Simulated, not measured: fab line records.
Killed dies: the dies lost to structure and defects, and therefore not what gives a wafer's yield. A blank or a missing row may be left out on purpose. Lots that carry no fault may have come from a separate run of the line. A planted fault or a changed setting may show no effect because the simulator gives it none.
Shared-tool check    flow sky130    12 lots and 42 wafers in the sample

## REASON IT WAS OPENED
SKY_SONOS_TUNNEL_TW_MEAS_12, reading SONOS_TUNNEL_TW: flagged on 2 of 12 lots. Fault-free wafers read 198.5, with a standard deviation of 1.2.
Rule: a lot is flagged when every wafer of it that has a number lies more than 4 standard deviations from that mean, or none has a number. All remaining lots are regarded as sound.

lot   measured      on            SONOS_TUNNEL_TW, wafer by wafer      flag
L628  day 11 03:24  filmMetro-02  199.6 199.2 199.8                    
L629  day 11 18:46  filmMetro-01  199.3 199.9 200.0                    
L630  day 12 02:48  filmMetro-01  198.7 198.9 198.6                    
L633  day 13 01:08  filmMetro-03  197.5 196.7 197.1                    
L636  day 13 21:29  filmMetro-03  197.5 196.8 196.0                    
L638  day 14 19:16  filmMetro-01  209.4 208.1 207.5 209.3 207.3 207.9  FLAGGED
L641  day 15 15:55  filmMetro-02  198.5 198.2 197.3                    
L642  day 16 07:40  filmMetro-01  208.5 209.1 208.3 208.7 208.5 207.8  FLAGGED
L645  day 17 09:46  filmMetro-02  199.7 199.3 198.5                    
L649  day 18 13:19  filmMetro-03  196.8 197.7 198.1                    
L650  day 18 15:25  filmMetro-03  198.6 197.1 197.4                    
L651  day 19 01:35  filmMetro-02  198.2 198.4 197.8                    
Average over the flagged lots: 208.4; offset from the usual +9.9, equal to +8 standard deviations.

## WHICH TOOL EACH LOT WENT THROUGH
Before the reading, the record contains 2 process steps out of a 708-step route. Cell contents, in order: the tool; ch with the chambers the sampled wafers went through; the start.
lot   flag     SKY_VT_ADJUST_HVTP_STRIP_10          SKY_SONOS_TUNNEL_IMPLANT_09
L628           plasmaAsher-03 ch 0,1, day 5 22:27   implanter-02 ch 0, day 11 03:00
L629           plasmaAsher-03 ch 0,1, day 6 09:45   implanter-04 ch 0, day 11 18:11
L630           plasmaAsher-04 ch 0,1, day 6 15:40   implanter-02 ch 0, day 12 02:26
L633           plasmaAsher-04 ch 0,1, day 7 09:11   implanter-02 ch 0, day 13 00:42
L636           plasmaAsher-03 ch 0,1, day 8 00:45   implanter-02 ch 0, day 13 21:02
L638  FLAGGED  plasmaAsher-03 ch 0,1, day 8 17:19   implanter-02 ch 0, day 14 18:52
L641           plasmaAsher-02 ch 0,1, day 9 10:03   implanter-01 ch 0, day 15 15:32
L642  FLAGGED  plasmaAsher-04 ch 0,1, day 9 23:50   implanter-02 ch 0, day 16 07:15
L645           plasmaAsher-03 ch 0,1, day 10 19:46  implanter-04 ch 0, day 17 09:23
L649           plasmaAsher-04 ch 0, day 11 17:26    implanter-01 ch 0, day 18 12:55
L650           plasmaAsher-03 ch 0,1, day 11 19:35  implanter-04 ch 0, day 18 15:01
L651           plasmaAsher-03 ch 0,1, day 12 03:56  implanter-04 ch 0, day 19 01:11
What the steps here do:
- SKY_VT_ADJUST_HVTP_STRIP_10: strips in O2/N2.
- SKY_SONOS_TUNNEL_IMPLANT_09
- SKY_SONOS_TUNNEL_TW_MEAS_12

## FLAGGED AGAINST TOTAL, ONE TOOL AT A TIME (gauges that did the reading follow at the end)
step                         tool            lots run  flagged  share of the flagged lots  sound lots run after its first flagged lot
SKY_VT_ADJUST_HVTP_STRIP_10  plasmaAsher-02  1         0        none                       -
SKY_VT_ADJUST_HVTP_STRIP_10  plasmaAsher-03  7         1        some                       3 (L645,L650,L651)
SKY_VT_ADJUST_HVTP_STRIP_10  plasmaAsher-04  4         1        some                       1 (L649)
SKY_SONOS_TUNNEL_IMPLANT_09  implanter-01    2         0        none                       -
SKY_SONOS_TUNNEL_IMPLANT_09  implanter-02    6         2        all                        0
SKY_SONOS_TUNNEL_IMPLANT_09  implanter-04    4         0        none                       -
SKY_SONOS_TUNNEL_TW_MEAS_12  filmMetro-01    4         2        all                        0
SKY_SONOS_TUNNEL_TW_MEAS_12  filmMetro-02    4         0        none                       -
SKY_SONOS_TUNNEL_TW_MEAS_12  filmMetro-03    4         0        none                       -

## THE TABLE: WHAT IT ALLOWS
Rows of the table that ran all the flagged lots, 2 in number: implanter-02 at SKY_SONOS_TUNNEL_IMPLANT_09; filmMetro-01 at SKY_SONOS_TUNNEL_TW_MEAS_12.
- implanter-02 at SKY_SONOS_TUNNEL_IMPLANT_09 ran 6 lots, 2 of them flagged. Last sound lot L636 at day 13 21:02, first flagged lot L638 at day 14 18:52; a fault beginning in between fits. Its own readings (beamEnergyKeV) fall more than 4 standard deviations out on all wafers of the flagged lots.
- filmMetro-01 at SKY_SONOS_TUNNEL_TW_MEAS_12 ran 4 lots, 2 of them flagged. Last sound lot L630 at day 12 02:48, first flagged lot L638 at day 14 19:16; a fault beginning in between fits.
These 2 tools cannot be told apart by counting lots, since each of them fits a fault that started at some hour. More lots, or a look at what each step does to the wafer, might.

## WHAT THE SIMULATOR PUT IN
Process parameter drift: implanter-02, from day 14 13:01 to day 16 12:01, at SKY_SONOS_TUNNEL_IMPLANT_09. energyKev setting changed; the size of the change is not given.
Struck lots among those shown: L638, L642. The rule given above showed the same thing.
